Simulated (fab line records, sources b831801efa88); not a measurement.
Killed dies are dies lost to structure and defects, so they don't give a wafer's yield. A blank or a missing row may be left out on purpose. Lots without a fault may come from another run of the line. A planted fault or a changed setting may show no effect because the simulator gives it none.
Which tool did it? | flow sky130 | 11 lots, 33 wafers sampled, at 3 steps of a route of 708

WHAT THE GAUGES READ, wafer by wafer
SKY_SD_N_RS_MEAS_16: measures by four-point-probe.
lot  | measured     | on            | SD_N_RS (ohm/sq)
L659 | day 28 03:35 | film_metro-02 | 68.47 68.71 68.52
L660 | day 28 06:49 | film_metro-01 | 68.45 68.43 68.53
L661 | day 28 14:47 | film_metro-02 | 68.54 68.36 68.35
L662 | day 28 20:55 | film_metro-01 | 68.78 68.63 68.59
L663 | day 30 01:57 | film_metro-01 | 68.61 68.43 68.65
L670 | day 32 02:22 | film_metro-03 | 78.86 78.92 78.78
L669 | day 32 05:03 | film_metro-02 | 78.74 78.84 78.87
L675 | day 33 01:27 | film_metro-02 | 68.63 68.68 68.54
L677 | day 33 18:52 | film_metro-01 | 68.69 68.56 68.66
L680 | day 35 05:52 | film_metro-03 | 68.59 68.74 68.47
L682 | day 35 13:49 | film_metro-03 | 68.61 68.52 68.66

WHICH TOOL RAN EACH LOT (tool, then ch and the chambers of the sampled wafers, then the start)
lot  | SKY_SD_N_IMPLANT_09             | SKY_SD_N_STRIP_11
L659 | implanter-02 ch 0, day 28 02:55 | plasma_asher-03 ch 0,1, day 28 03:11
L660 | implanter-04 ch 0, day 28 06:07 | plasma_asher-03 ch 0,1, day 28 06:25
L661 | implanter-01 ch 0, day 28 14:04 | plasma_asher-02 ch 0,1, day 28 14:20
L662 | implanter-04 ch 0, day 28 20:13 | plasma_asher-02 ch 0,1, day 28 20:31
L663 | implanter-02 ch 0, day 30 01:17 | plasma_asher-02 ch 0,1, day 30 01:32
L670 | implanter-02 ch 0, day 32 01:41 | plasma_asher-03 ch 0,1, day 32 01:58
L669 | implanter-02 ch 0, day 32 04:22 | plasma_asher-02 ch 0,1, day 32 04:40
L675 | implanter-04 ch 0, day 33 00:43 | plasma_asher-02 ch 0,1, day 33 01:01
L677 | implanter-04 ch 0, day 33 18:11 | plasma_asher-01 ch 0,1, day 33 18:28
L680 | implanter-04 ch 0, day 35 05:11 | plasma_asher-01 ch 0,1, day 35 05:28
L682 | implanter-02 ch 0, day 35 13:07 | plasma_asher-01 ch 0,1, day 35 13:25
- SKY_SD_N_IMPLANT_09
- SKY_SD_N_STRIP_11: strips in O2/N2.

THE ANSWER, worked out from the rows above alone
Rule: what is usual is taken from the lots themselves. Put in order of their means at a reading, lots are off if they are a third of the lots or fewer, leave a main group of 4 or more, and stand apart from it by a gap of 3 or more times the standard deviation of the main group's means; of several such gaps the widest counts. A main group whose means are all the same, to the digits that the tables above print for the reading, isn't used. A lot without any number at a reading at which 4 lots or more have one is off too. The other lots that the step has rows for count as sound.
Off: L670, L669, at SKY_SD_N_RS_MEAS_16 (SD_N_RS). The main group: mean 68.57 ohm/sq, standard deviation 0.075.
A tool fits if, at a process step before that reading, it ran every lot that is off, and no sound lot after the first of them. The gauges at SKY_SD_N_RS_MEAS_16 are tried like those tools. None of those tried fits.

WHAT THE SIMULATOR HAD PUT IN
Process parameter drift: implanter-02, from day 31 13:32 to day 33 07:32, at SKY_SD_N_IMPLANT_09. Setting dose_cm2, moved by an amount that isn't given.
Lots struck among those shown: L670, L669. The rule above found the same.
